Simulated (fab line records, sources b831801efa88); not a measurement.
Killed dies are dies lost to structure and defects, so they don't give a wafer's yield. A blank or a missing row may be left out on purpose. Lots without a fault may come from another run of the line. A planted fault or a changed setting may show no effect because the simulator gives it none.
Chamber matching | flow sky130 | SKY_LI_CONTACT_CMP_24 on cmp-01: 4 sister chambers
The step polishes, stops on PSG, t overpolish 20 s, target thk 0 nm. 8 wafers are shown with their chamber, then 7 later ones without.

WAFERS WITH THEIR CHAMBER
wafer  | chamber | motor_current_A (A) | overpolish_run_s (s)
L393.6 | 1       | 9.5                 | 19.994
L398.3 | 2       | 8.6                 | 20.010
L399.5 | 3       | 9.2                 | 20.001
L401.1 | 2       | 8.7                 | 20.003
L401.5 | 3       | 9.6                 | 19.999
L401.6 | 0       | 11.9                | 20.000
L413.3 | 0       | 11.7                | 19.999
L413.4 | 1       | 9.4                 | 19.991

WAFERS WITHOUT THEIR CHAMBER
wafer  | motor_current_A (A) | overpolish_run_s (s)
L413.5 | 9.9                 | 20.016
L414.1 | 9.6                 | 20.021
L414.3 | 12.1                | 20.004
L414.6 | 9.7                 | 20.001
L415.1 | 12.1                | 19.997
L415.2 | 8.8                 | 20.012
L415.4 | 9.7                 | 19.990

WHICH CHAMBER EACH WENT THROUGH
wafer  | from the rows above     | in truth
L413.5 | can't be placed: 3 or 2 | 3
L414.1 | can't be placed: 3 or 2 | 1
L414.3 | 0                       | 0
L414.6 | can't be placed: 3 or 1 | 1
L415.1 | 0                       | 0
L415.2 | 2                       | 2
L415.4 | 1                       | 1
Placed correctly: 4 of 7. Can't be placed from these rows: 3 (the true chamber is among the candidates in 2). Placed wrongly: 0.
How it was worked out, from the rows above alone: a wafer's distance from a chamber is the root of the sum, over the readings, of the square of ((its reading less the chamber's mean) divided by the reading's scatter). The wafer belongs to the nearest chamber; if the next one is less than 2 further off, it can't be placed. A chamber's mean is the mean of its shown wafers. The scatter: the root of (the sum of the squares of (reading less its chamber's mean) over the shown wafers, divided by (wafers less chambers)).
